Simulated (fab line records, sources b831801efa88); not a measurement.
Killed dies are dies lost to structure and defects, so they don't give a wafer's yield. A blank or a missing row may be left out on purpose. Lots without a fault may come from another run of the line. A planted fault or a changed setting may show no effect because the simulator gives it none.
Which tool did it? | flow sky130 | 13 lots, 39 wafers sampled, at 3 steps of a route of 708

WHAT THE GAUGES READ, wafer by wafer
SKY_VIA2_CD_MEAS_12: target cd 200 nm. Usual: cd_nm 200.5 nm, standard deviation 1.5.
lot  | measured     | on        | cd_nm (nm)        | flag
L561 | day 36 19:44 | cd_sem-02 | 203.6 201.5 203.5 |
L566 | day 38 06:50 | cd_sem-01 | 199.3 199.0 199.8 |
L567 | day 38 11:17 | cd_sem-01 | 201.1 200.6 200.5 |
L565 | day 38 14:18 | cd_sem-01 | 201.5 200.6 200.3 |
L571 | day 39 18:56 | cd_sem-02 | 199.8 199.0 199.9 |
L572 | day 40 04:39 | cd_sem-01 | 200.2 199.1 199.7 |
L574 | day 40 06:15 | cd_sem-01 | 200.9 201.5 200.4 |
L573 | day 40 07:21 | cd_sem-01 | 201.3 200.9 204.0 |
L575 | day 41 01:30 | cd_sem-02 | 200.3 200.4 199.8 |
L576 | day 41 05:11 | cd_sem-01 | 202.5 201.3 202.0 |
L577 | day 41 13:38 | cd_sem-02 | 199.3 199.4 199.8 |
L583 | day 42 23:36 | cd_sem-02 | 199.1 199.2 199.4 |
L584 | day 43 04:01 | cd_sem-02 | 200.6 199.7 199.4 |

SKY_VIA3_OVL_MEAS_13. Usual: VIA3_OVL -3 nm, standard deviation 5.3.
lot  | measured     | on         | VIA3_OVL (nm) | flag
L561 | day 40 03:47 | overlay-02 | 2 -4 1        |
L566 | day 41 12:02 | overlay-01 | -6 -12 -4     |
L567 | day 41 16:53 | overlay-02 | 5 -5 4        |
L565 | day 41 19:46 | overlay-02 | 3 -4 -1       |
L571 | day 42 22:45 | overlay-01 | -3 0 6        |
L572 | day 43 08:11 | overlay-02 | 0 11 2        |
L574 | day 43 10:19 | overlay-01 | -2 -7 -12     |
L573 | day 43 11:01 | overlay-01 | 5 6 10        |
L575 | day 44 06:50 | overlay-01 | -1 0 -3       |
L576 | day 44 08:39 | overlay-02 | 1 -7 -5       |
L577 | day 44 14:15 | overlay-01 | 2 3 8         |
L583 | day 45 21:22 | overlay-01 | -9 0 -3       |
L584 | day 46 02:58 | overlay-01 | -17 -7 -8     |

WHICH TOOL RAN EACH LOT (tool, then ch and the chambers of the sampled wafers, then the start)
lot  | SKY_VIA2_STRIP_16
L561 | plasma_asher-04 ch 0,1, day 36 19:59
L566 | plasma_asher-04 ch 0,1, day 38 07:05
L567 | plasma_asher-02 ch 0,1, day 38 11:32
L565 | plasma_asher-04 ch 0, day 38 14:32
L571 | plasma_asher-01 ch 0,1, day 39 19:11
L572 | plasma_asher-02 ch 0,1, day 40 04:53
L574 | plasma_asher-02 ch 0,1, day 40 06:29
L573 | plasma_asher-01 ch 0, day 40 07:36
L575 | plasma_asher-01 ch 0,1, day 41 01:46
L576 | plasma_asher-01 ch 0,1, day 41 05:26
L577 | plasma_asher-02 ch 0,1, day 41 13:53
L583 | plasma_asher-01 ch 0,1, day 42 23:50
L584 | plasma_asher-04 ch 0,1, day 43 04:17
- SKY_VIA2_STRIP_16: strips in O2/N2.

WHAT THE TOOLS THEMSELVES READ (means of the sampled wafers that have a number; where no wafer has one, the mark that the record gives instead)
SKY_VIA2_STRIP_16. Usual: chamber_pressure_mTorr 1499.9 mTorr, standard deviation 1.3; drypump_motor_current_A 5.7 A, standard deviation 0.5; oes_product_au 0.399 a.u., standard deviation 0.0049; strip_time_to_endpoint_s 4.049 s, standard deviation 0.024.
lot  | tool            | chamber_pressure_mTorr (mTorr) | drypump_motor_current_A (A) | oes_product_au (a.u.) | strip_time_to_endpoint_s (s) | flag
L561 | plasma_asher-04 | 1500.5                         | 5.7                         | 0.397                 | 4.030                        |
L566 | plasma_asher-04 | 1500.7                         | 5.7                         | 0.397                 | 4.043                        |
L567 | plasma_asher-02 | 1499.5                         | 5.0                         | 0.399                 | 4.044                        |
L565 | plasma_asher-04 | 1500.1                         | 5.4                         | 0.397                 | 4.068                        |
L571 | plasma_asher-01 | 1500.3                         | 6.2                         | 0.396                 | 4.051                        |
L572 | plasma_asher-02 | 1500.7                         | 5.0                         | 0.400                 | 4.051                        |
L574 | plasma_asher-02 | 1501.7                         | 5.2                         | 0.402                 | 4.055                        |
L573 | plasma_asher-01 | 1498.7                         | 6.3                         | 0.400                 | 4.024                        |
L575 | plasma_asher-01 | 1500.7                         | 6.2                         | 0.395                 | 4.048                        |
L576 | plasma_asher-01 | 1499.1                         | 6.2                         | 0.399                 | 4.037                        |
L577 | plasma_asher-02 | 1500.4                         | 5.2                         | 0.403                 | 4.092                        |
L583 | plasma_asher-01 | 1499.8                         | 6.2                         | 0.400                 | 4.033                        |
L584 | plasma_asher-04 | 1500.4                         | 5.7                         | 0.403                 | 4.042                        |

THE ANSWER, worked out from the rows above alone
Rule: a lot is off if the mean of its wafers that have a number lies more than 3 standard deviations from the usual mean. A lot without any number at a reading at which 4 lots or more have one is off too. The other lots that the step has rows for count as sound. The gauges are gone through in route order, then the tools' own readings, and for those a lot's mean is taken as printed above. The first step at which some lot is off is used, and at that step the reading that is off furthest; a lot without a number counts as furthest.
No lot is off at any reading shown: from this, nothing can be told.

WHAT THE SIMULATOR HAD PUT IN
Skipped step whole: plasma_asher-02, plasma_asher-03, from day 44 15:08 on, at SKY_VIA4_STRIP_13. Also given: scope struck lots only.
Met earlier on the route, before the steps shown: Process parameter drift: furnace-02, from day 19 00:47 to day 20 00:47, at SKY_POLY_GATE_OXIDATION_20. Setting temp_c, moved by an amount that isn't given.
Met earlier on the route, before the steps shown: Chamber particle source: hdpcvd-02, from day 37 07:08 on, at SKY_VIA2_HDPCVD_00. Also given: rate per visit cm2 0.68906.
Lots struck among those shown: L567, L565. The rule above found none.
